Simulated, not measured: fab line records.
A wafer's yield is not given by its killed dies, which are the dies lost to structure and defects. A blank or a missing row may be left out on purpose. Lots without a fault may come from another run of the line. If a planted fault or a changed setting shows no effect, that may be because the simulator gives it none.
fab line records	flow sky130
record lots=6	wafers=18	lastDay=50
route steps=708 shown SD_P@327 RES_XHIGH@332 SD_N@342 PAD_OPEN@708
lots that met no fault: from a run of the same line without faults
startH: start of the lot's first displayed wafer, in hours after the record's first day	waitH: hours elapsed since this lot's preceding step	" identical to the entry in the row above	L1.1+2: one row covering several wafers at once	- no value, or no start given	* or withheld: withheld	< > ~ a bound
route shown NAME@n: a module of which the file shows steps, and the number in the route of the first	usual: mean/standard deviation of fault-free wafers	same: alike in all rows	chamber/n: place in a boat	sites: readings site by site	_std_site: how widely they spread, as a standard deviation	_edge_site: the outer-site mean with the inner-site mean subtracted	radiusMm: for every site, how far away it sits from the centre of the wafer	mask NAME#n: copy n	behind: the tool/chamber that last shaped the wafer	hold: what put the lot on hold/how long, in hours/how the hold closed	device: names the non-switching transistor (n, p or np)	end of line: the route-end tests of the same wafers	a step without rows: its recipe alone	killed: not the wafer's yield, but the dies lost to structure and defects at the first sort	map: dies across one wafer; x = killed, . = not, _ = none there
set.NAME: setting as actually run; set.NAME@STEP: the setting as run at that earlier step	model.NAME: the simulator's own value behind a step, which no gauge read
a table for each step, a row for each wafer; lots at some steps of the route
services: a tool's chamber out of use, with start hour (startH, from the record's first day; less than 0 if before it), hours out, and reason
## steps
# step SKY_SD_P_CD_MEAS_07
# recipe targetCdNm=380
# usual cdNm=379.0/2.2
lot.wafer	tool	chamber	startH	waitH	cdNm
L360.1	cdSem-01	-	606.86	0.1	380.6
L360.2	"	-	"	"	379.3
L360.3	"	-	"	"	381.4
L364.1	cdSem-01	-	641.58	0.1	380.1
L364.4	"	-	"	"	379.5
L364.5	"	-	"	"	378.2
L368.2	cdSem-02	-	681.30	0.1	377.4
L368.4	"	-	"	"	376.3
L368.5	"	-	"	"	377.2
L370.2	cdSem-02	-	698.95	0.1	380.9
L370.3	"	-	"	"	377.0
L370.5	"	-	"	"	377.5
L378.1	cdSem-01	-	762.75	0.2	379.1
L378.2	"	-	"	"	380.3
L378.6	"	-	"	"	378.8
L379.1	cdSem-02	-	765.31	0.1	376.6
L379.2	"	-	"	"	380.3
L379.5	"	-	"	"	378.5
# step SKY_SD_P_OVL_MEAS_08
# usual SD_P_OVL=1.0/1.2
lot.wafer	tool	chamber	startH	waitH	SD_P_OVL[nm]
L360.1	overlay-01	-	606.98	0.1	2.3
L360.2	"	-	"	"	1.1
L360.3	"	-	"	"	1.6
L364.1	overlay-02	-	641.70	0.1	1.5
L364.4	"	-	"	"	0.9
L364.5	"	-	"	"	1.1
L368.2	overlay-01	-	681.41	0.1	-0.9
L368.4	"	-	"	"	1.4
L368.5	"	-	"	"	-0.7
L370.2	overlay-02	-	699.06	0.1	-0.1
L370.3	"	-	"	"	0.6
L370.5	"	-	"	"	1.6
L378.1	overlay-01	-	762.89	0.1	1.4
L378.2	"	-	"	"	1.4
L378.6	"	-	"	"	0.6
L379.1	overlay-02	-	765.43	0.1	1.8
L379.2	"	-	"	"	2.9
L379.5	"	-	"	"	1.4
# step SKY_SD_P_IMPLANT_09
# recipe species=BF2	energyKev=20	doseCm2=3e+15	tiltDeg=0
# step SKY_SD_P_STRIP_10
# recipe chemistry=O2/N2	powerW=1400	pressureMtorr=1500	platenTempC=withheld	o2FlowSccm=3000	n2FlowSccm=300	overashFraction=0.5
# usual drypumpMotorCurrentA=5.6/0.53	oesProductAu=0.618/0.0044	stripTimeToEndpointS=17.48/0.039
lot.wafer	tool	chamber	startH	waitH	drypumpMotorCurrentA	oesProductAu	rfHoursCounterH	stripTimeToEndpointS
L360.1	plasmaAsher-03	1	607.16	0.1	5.3	0.620	22	17.48
L360.2	"	0	"	"	5.6	0.614	22	17.48
L360.3	"	0	"	"	5.6	0.626	-	17.48
L364.1	plasmaAsher-02	0	641.89	0.1	5.3	0.619	84	17.40
L364.4	"	1	"	"	5.1	0.614	-	17.44
L364.5	"	1	"	"	5.1	0.623	-	17.44
L368.2	plasmaAsher-01	1	681.59	0.1	5.8	0.623	58	17.48
L368.4	"	1	"	"	5.7	0.616	-	17.45
L368.5	"	1	"	"	5.8	0.625	-	17.46
L370.2	plasmaAsher-03	0	699.24	0.1	5.6	0.616	32	17.49
L370.3	"	1	"	"	5.3	0.619	-	17.49
L370.5	"	0	"	"	5.6	0.621	-	17.45
L378.1	plasmaAsher-03	0	763.08	0.1	5.6	0.628	39	17.50
L378.2	"	1	"	"	5.3	0.625	39	17.49
L378.6	"	0	"	"	5.6	0.622	-	17.52
L379.1	plasmaAsher-03	1	765.61	0.1	5.3	0.614	39	17.51
L379.2	"	0	"	"	5.6	0.619	39	17.49
L379.5	"	0	"	"	5.6	0.609	-	17.47
# step SKY_SD_P_TW_MEAS_11
# usual SD_P_TW=2817/18
lot.wafer	tool	chamber	startH	waitH	SD_P_TW
L360.1	filmMetro-04	-	607.26	0.1	2781
L360.2	"	-	"	"	2774
L360.3	"	-	"	"	2777
L364.1	filmMetro-02	-	641.99	0.1	2817
L364.4	"	-	"	"	2825
L364.5	"	-	"	"	2825
L368.2	filmMetro-02	-	681.70	0.1	2807
L368.4	"	-	"	"	2817
L368.5	"	-	"	"	2819
L370.2	filmMetro-02	-	699.35	0.1	2810
L370.3	"	-	"	"	2820
L370.5	"	-	"	"	2804
L378.1	filmMetro-04	-	763.18	0.1	2807
L378.2	"	-	"	"	2823
L378.6	"	-	"	"	2804
L379.1	filmMetro-03	-	765.71	0.1	2840
L379.2	"	-	"	"	2844
L379.5	"	-	"	"	2847
# step SKY_RES_XHIGH_DEHYDRATE_00
# recipe tempC=200	timeS=60
# step SKY_RES_XHIGH_HMDS_01
# recipe primeTimeS=60	primeTempC=120
# step SKY_RES_XHIGH_COAT_02
# recipe resist=NOVOLAK	spinRpm=3000	resistThkNm=1140
# step SKY_RES_XHIGH_SOFTBAKE_03
# recipe tempC=90	timeS=60	resist=NOVOLAK
# step SKY_RES_XHIGH_EXPOSE_04
# recipe maskId=URPM	na=0.6	sourceShape=conventional	sigmaOuter=0.6	polarization=unpolarized	targetCdNm=1270	doseMj=140
# step SKY_RES_XHIGH_PEB_05
# recipe tempC=withheld	timeS=*	resist=NOVOLAK
# step SKY_RES_XHIGH_DEVELOP_06
# recipe resist=NOVOLAK	developer=TMAH	developTimeS=60	devTempC=23
# step SKY_RES_XHIGH_IMPLANT_07
# recipe species=BF2	energyKev=20	doseCm2=3.6e+14	tiltDeg=0
# usual beamEnergyKeV=20.001/0.0061	beamOnS=36.9/1	faradayCurrentUA=550/15
lot.wafer	tool	chamber	startH	waitH	beamEnergyKeV	beamOnS	faradayCurrentUA	model.implant.rpNm	model.implant.drpNm
L360.1	implanter-04	0	635.56	0.1	20.006	35.9	566	17.42	9.746
L360.2	"	0	"	"	20.012	36.8	553	17.42	9.746
L360.3	"	0	"	"	20.007	36.6	553	17.42	9.746
L364.1	implanter-03	0	670.80	0.1	20.005	37.4	544	17.27	9.746
L364.4	"	0	"	"	20.007	36.8	550	17.27	9.746
L364.5	"	0	"	"	20.012	39.0	519	17.27	9.746
L368.2	implanter-04	0	710.28	0.1	21.042	34.9	581	17.26	10.1
L368.4	"	0	"	"	21.038	34.4	588	17.26	10.1
L368.5	"	0	"	"	21.033	34.1	594	17.26	10.1
L370.2	implanter-04	0	726.43	0.1	21.038	34.3	592	17.98	10.1
L370.3	"	0	"	"	21.039	33.7	602	17.98	10.1
L370.5	"	0	"	"	21.036	32.6	625	17.98	10.1
L378.1	implanter-04	0	789.35	0.1	20.004	35.9	562	17.55	9.746
L378.2	"	0	"	"	19.999	35.8	566	17.55	9.746
L378.6	"	0	"	"	20.004	37.2	546	17.55	9.746
L379.1	implanter-03	0	792.40	0.1	19.996	37.8	534	16.87	9.746
L379.2	"	0	"	"	20.000	38.9	522	16.87	9.746
L379.5	"	0	"	"	19.996	36.8	549	16.87	9.746
# step SKY_RES_XHIGH_STRIP_08
# recipe chemistry=O2/N2	powerW=1400	pressureMtorr=1500	platenTempC=withheld	o2FlowSccm=3000	n2FlowSccm=300	overashFraction=0.5
# usual drypumpMotorCurrentA=5.5/0.31	oesProductAu=0.711/0.0045	stripTimeToEndpointS=14.26/0.039
lot.wafer	tool	chamber	startH	waitH	drypumpMotorCurrentA	oesProductAu	rfHoursCounterH	stripTimeToEndpointS
L360.1	plasmaAsher-04	0	635.71	0.1	5.7	0.713	81	14.21
L360.2	"	1	"	"	6.1	0.706	81	14.19
L360.3	"	0	"	"	5.7	0.711	-	14.25
L364.1	plasmaAsher-03	0	670.95	0.1	5.6	0.713	29	14.32
L364.4	"	0	"	"	5.7	0.717	-	14.30
L364.5	"	1	"	"	5.3	0.709	-	14.31
L368.2	plasmaAsher-03	0	710.41	0.1	5.6	0.712	34	14.24
L368.4	"	0	"	"	5.6	0.710	-	14.29
L368.5	"	1	"	"	5.3	0.704	-	14.24
L370.2	plasmaAsher-04	1	726.56	0.1	6.1	0.704	90	14.23
L370.3	"	1	"	"	6.1	0.711	-	14.22
L370.5	"	1	"	"	6.1	0.707	-	14.22
L378.1	plasmaAsher-03	0	789.50	0.1	5.6	0.712	42	14.28
L378.2	"	1	"	"	5.3	0.707	42	14.22
L378.6	"	0	"	"	5.6	0.716	-	14.20
L379.1	plasmaAsher-03	1	792.55	0.1	5.3	0.710	43	14.25
L379.2	"	0	"	"	5.6	0.711	43	14.25
L379.5	"	1	"	"	5.3	0.717	-	14.22
# step SKY_RES_XHIGH_TW_MEAS_09
# usual RES_XHIGH_TW=1637/9.8
lot.wafer	tool	chamber	startH	waitH	RES_XHIGH_TW
L360.1	filmMetro-03	-	635.81	0.1	1650
L360.2	"	-	"	"	1638
L360.3	"	-	"	"	1642
L364.1	filmMetro-03	-	671.05	0.1	1640
L364.4	"	-	"	"	1638
L364.5	"	-	"	"	1646
L368.2	filmMetro-02	-	710.52	0.1	1663
L368.4	"	-	"	"	1673
L368.5	"	-	"	"	1665
L370.2	filmMetro-02	-	726.67	0.1	1658
L370.3	"	-	"	"	1657
L370.5	"	-	"	"	1662
L378.1	filmMetro-02	-	789.60	0.1	1628
L378.2	"	-	"	"	1628
L378.6	"	-	"	"	1636
L379.1	filmMetro-04	-	792.65	0.1	1618
L379.2	"	-	"	"	1620
L379.5	"	-	"	"	1628
# step SKY_SD_N_DEHYDRATE_00
# recipe tempC=200	timeS=60
# step SKY_PAD_OPEN_PROBE_99
# usual killed_at_M0_to_M3=44/7.2	killed_at_M4_up=2.9/1.8	killedAtContacts=24/5.6	killedAtFrontEnd=15/4.2	killedAtOther=0.4/0.71	killedDies=86/9.2	killedOpen=47/7.2	killedShort=39/5.7
# same grossDies=492	killedAtBackSide=0
lot.wafer	tool	chamber	startH	waitH	killed_at_M0_to_M3	killed_at_M4_up	killedAtContacts	killedAtFrontEnd	killedAtOther	killedDies	killedOpen	killedShort
L370.2	prober-02	-	1155.27	0.1	47	2	27	20	0	96	53	40
L370.3	prober-02	-	1155.32	0.2	46	4	21	17	0	88	51	37
L370.5	prober-02	-	1155.42	0.2	38	3	17	16	1	75	41	33
# killed by level:class
L370.2 VIA1:geometricParticle:open=13 LI_CONTACT:geometricParticle:open=8 VIA1:geometricParticle:short=8 METAL1:geometricParticle:short=7 CONTACT:geometricParticle:open=7 FIELD_ISO:geometricParticle:open=5 LOCAL_INTERCONNECT:geometricParticle:short=5 METAL2:geometricParticle:short=5
L370.3 CONTACT:geometricParticle:open=9 VIA3:geometricParticle:open=9 METAL1:geometricParticle:short=7 VIA1:geometricParticle:short=7 VIA1:geometricParticle:open=7 VIA3:geometricParticle:short=5 POLY_GATE:geometricParticle:open=5 CONTACT:geometricParticle:short=5
L370.5 VIA1:geometricParticle:open=9 VIA3:geometricParticle:open=9 LOCAL_INTERCONNECT:geometricParticle:short=6 METAL1:geometricParticle:short=5 VIA2:geometricParticle:open=5 FIELD_ISO:geometricParticle:open=4 LI_CONTACT:geometricParticle:open=4 FIELD_ISO:geometricParticle:short=3
## services
tool	chamber	startH	hours	kind
implanter-03	-	583.85	6.0	repair
implanter-03	-	590.25	5.2	pm
implanter-03	-	599.04	5.8	repair
plasmaAsher-01	-	615.14	4.3	pm
implanter-03	-	635.88	1.2	repair
plasmaAsher-04	-	642.61	2.4	repair
implanter-03	-	665.81	4.2	repair
implanter-04	-	671.37	1.6	repair
implanter-04	-	672.57	7.1	repair
implanter-03	-	674.80	4.3	repair
implanter-04	-	690.95	5.3	pm
implanter-03	-	707.61	3.3	pm
implanter-03	-	729.66	1.8	repair
plasmaAsher-04	-	733.75	9.0	pm
plasmaAsher-04	0	733.75	9.0	ventCycle
plasmaAsher-04	1	733.75	9.0	ventCycle
plasmaAsher-04	0	742.75	-	clean
plasmaAsher-04	1	742.75	-	clean
plasmaAsher-02	-	743.40	3.0	repair
plasmaAsher-04	-	765.51	37.2	repair
plasmaAsher-04	-	775.08	2.7	repair
## key
firstSign step=SKY_RES_XHIGH_IMPLANT_07	reading=beamEnergyKeV	direction=up	sigmas=99+	usual=*	struck=*
effect step=SKY_RES_XHIGH_IMPLANT_07	reading=faradayCurrentUA	direction=up	sigmas=3.1	usual=550	struck=597
effect step=SKY_RES_XHIGH_TW_MEAS_09	reading=RES_XHIGH_TW	direction=up	sigmas=2.6	usual=1637	struck=1663
modelEffect step=SKY_RES_XHIGH_IMPLANT_07	value=implant.rpNm	without=16.94	struck=17.62
metAt SKY_RES_XHIGH_IMPLANT_07
struckWafers L368.2,L368.4,L368.5,L370.2,L370.3,L370.5
testerLeftOut L368,L370
onsetBetween 635.56 710.28
fault kind=processParameterDrift	tool=implanter-04	chamber=-	onsetH=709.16	steps=SKY_RES_XHIGH_IMPLANT_07	channel=energyKev	offset=*	shape=step	endH=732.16	actsIn=*	stated=*
# testerLeftOut: of these lots the tester's yield and bins aren't shown, on N5 and GAA mostly nor the transistor test; their killed dies are dies lost to structure and defects alone, not to doping, threshold or leakage, so they don't give the yield
